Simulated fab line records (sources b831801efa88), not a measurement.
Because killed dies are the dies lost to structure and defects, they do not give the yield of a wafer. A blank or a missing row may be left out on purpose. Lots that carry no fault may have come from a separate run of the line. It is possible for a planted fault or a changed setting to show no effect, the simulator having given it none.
A struck lot beside a sound one | flow sfq-line | 14 out of 325 route steps
Sound: the wafers L603.2, L603.5, L603.6. Struck: wafer L595.4. (L595.3, L595.6 of the same lot were not struck and are left out.) The cause comes at the end.
At each step with rows: each side's tool, then ch and its chambers, then its first start. Under that, the readings that differ: sound wafers | struck wafers | difference of the means | sigmas: that difference in standard deviations of wafers without a fault.
alike: words and numbers the same on both sides, and readings whose means are apart by under 2 such deviations; not compared: readings that were withheld, readings missing a value for some wafer, numbers with overlapping values and no deviation given by the record, and bounds like >300 which may hide the same value.
The two part at a step that has a row with sigmas, a row that says differs or no value, or rows on one side only. Non-overlapping numbers with no deviation appear without sigmas and do not part them. A reading that every wafer of one side lacks parts them only if that side has two wafers or more.

SFQ_I5_OVL_MEAS_936:
  struck on overlay-01, day 68 22:46; sound on overlay-01, day 75 16:40
  reading     | sound  | struck | difference | sigmas
  I5_OVL (nm) | 4 -1 0 | -11    | -12        | -2
SFQ_TRILAYER_I5_BARC_OPEN_VIA_ETCH_200: etches BARC in O2, target depth 125 nm, time 41.7 s.
  sound on rie-diel-03 ch 1,2, day 75 16:42; struck on rie-diel-02 ch 1, day 68 22:47
  reading                     | sound       | struck | difference | sigmas
  drypump-motor-current-A (A) | 6.2 6.4 6.2 | 5.0    | -1.3       | -3
  alike: bias-w, oes-product-au
  not compared: rf-hours-counter-h
SFQ_TRILAYER_I5_ETCH_VIA_ETCH_147: etches the open film in CHF3, stops on Nb, target depth 360 nm.
  sound on rie-diel-03 ch 1,2, day 75 16:44; struck on rie-diel-02 ch 1, day 68 22:50
  reading                     | sound       | struck | difference | sigmas
  drypump-motor-current-A (A) | 6.2 6.3 6.2 | 5.0    | -1.2       | -3
  alike: bias-w, oes-product-au
SFQ_TRILAYER_I5_STRIP_STRIP_148: strips in O2.
  sound on rie-metal-01 ch 0,1, day 75 16:53; struck on rie-metal-04 ch 0, day 68 23:23
  alike: drypump-motor-current-A, oes-product-au
  not compared: rf-hours-counter-h
then, 7 steps without rows for these wafers: SFQ_TRILAYER_I5_STRIP_SOLV_CLEAN_149 (cleans in NMP, time 600 s); SFQ_TRILAYER_C5_LITHO_COAT_156 (resist thk 62 nm); SFQ_TRILAYER_C5_LITHO_COAT_151 (resist thk 650 nm); SFQ_TRILAYER_C5_LITHO_SOFTBAKE_155; SFQ_TRILAYER_C5_LITHO_EXPOSE_152 (exposes mask C5, target cd 500 nm); SFQ_TRILAYER_C5_LITHO_PEB_154 (peb time 60 s); SFQ_TRILAYER_C5_LITHO_DEVELOP_153 (time 60 s).
-- the record jumps here: 4 days lie between the struck wafers' starts before and after --
SFQ_C5_OVL_MEAS_937:
  struck on overlay-02, day 72 13:08; sound on overlay-01, day 78 09:39
  alike: C5_OVL
SFQ_TRILAYER_C5_BARC_OPEN_VIA_ETCH_210: etches BARC in O2, target depth 125 nm, time 41.7 s.
  sound on rie-diel-04 ch 2,3, day 78 09:41; struck on rie-diel-03 ch 1, day 72 13:09
  reading    | sound             | struck | difference | sigmas
  bias-w (W) | 80.09 80.40 79.64 | 68.10  | -11.94     | -52
  alike: drypump-motor-current-A, oes-product-au
  not compared: rf-hours-counter-h
SFQ_TRILAYER_C5_ETCH_VIA_ETCH_154: etches SiO2 in CHF3, stops on Nb, target depth 84 nm.
  sound on rie-diel-04 ch 2,3, day 78 09:43; struck on rie-diel-03 ch 1, day 72 13:11
  alike: bias-w, drypump-motor-current-A, oes-product-au

== WHERE THEY PART ==
First at SFQ_I5_OVL_MEAS_936; last, within this record, at SFQ_TRILAYER_C5_BARC_OPEN_VIA_ETCH_210. Later steps at which nothing parts them and some readings are alike: SFQ_TRILAYER_C5_ETCH_VIA_ETCH_154.

WHY: the cause the simulator had injected
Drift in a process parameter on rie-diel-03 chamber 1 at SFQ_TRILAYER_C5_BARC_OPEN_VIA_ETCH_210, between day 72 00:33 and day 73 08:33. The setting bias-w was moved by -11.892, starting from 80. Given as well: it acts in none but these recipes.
